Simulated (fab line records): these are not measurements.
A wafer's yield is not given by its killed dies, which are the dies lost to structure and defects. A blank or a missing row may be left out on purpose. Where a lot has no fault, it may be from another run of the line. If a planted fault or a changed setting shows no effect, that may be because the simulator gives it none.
A lot that was struck, set against a sound lot | flow sky130 | 14 steps out of a route of 708
Sound: wafers L514.4, L514.5, L514.6. Struck: wafers L521.2, L521.3, L521.5. At the end, the cause is stated.
Order at every step that has rows: each side's tool, ch and its chambers, its first start. Under that, the readings that differ: sound wafers | struck wafers | difference of the means | sigmas: that difference in standard deviations of wafers without a fault.
alike: readings whose means differ by less than 2 such deviations, and words and numbers that are the same on both sides. not compared: withheld readings, readings that some wafer has no value for, bounds like >300 that may hide the same value, and numbers for which the record gives no deviation and whose values overlap.
Wherever a step has rows on one side only, a row that says differs or no value, or a row with sigmas, the two part there. Numbers that have no deviation but don't overlap get no sigmas and don't part them. A reading missing from all wafers of one side parts the sides only when that side holds two or more wafers.

first, 4 steps without rows for these wafers: SKY_LDD_N_SOFTBAKE_03 (time 60 s); SKY_LDD_N_EXPOSE_04 (exposes mask NTM, target cd 840 nm); SKY_LDD_N_PEB_05; SKY_LDD_N_DEVELOP_06 (develop time 60 s).
SKY_LDD_N_OVL_MEAS_07:
  sound on overlay-01, day 18 22:29; struck on overlay-02, day 21 13:19
  alike: LDD_N_OVL
then, 7 steps without rows for these wafers: SKY_LDD_N_IMPLANT_08; SKY_LDD_N_IMPLANT_09; SKY_LDD_N_IMPLANT_10; SKY_LDD_N_IMPLANT_11; SKY_LDD_N_IMPLANT_12; SKY_LDD_N_IMPLANT_13; SKY_LDD_N_IMPLANT_14.
SKY_LDD_N_IMPLANT_15:
  struck on implanter-04, day 21 14:25; sound on implanter-03 ch 0, day 18 23:38
  no value came back on the struck wafers for beam_energy_keV, beam_on_s (s), faraday_current_uA; on the sound wafers beam_energy_keV reads 50.019 49.993 50.025
SKY_LDD_N_STRIP_16: strips in O2/N2.
  sound on plasma_asher-03 ch 0,1, day 18 23:44; struck on plasma_asher-04 ch 0,1, day 21 14:33
  alike: drypump_motor_current_A, oes_product_au, strip_time_to_endpoint_s
  not compared: rf_hours_counter_h

## WHERE THEY PART
At SKY_LDD_N_IMPLANT_15 and nowhere else, as far as this record goes. Later steps at which nothing parts them and some readings are alike: SKY_LDD_N_STRIP_16.

WHY: the cause the simulator had injected
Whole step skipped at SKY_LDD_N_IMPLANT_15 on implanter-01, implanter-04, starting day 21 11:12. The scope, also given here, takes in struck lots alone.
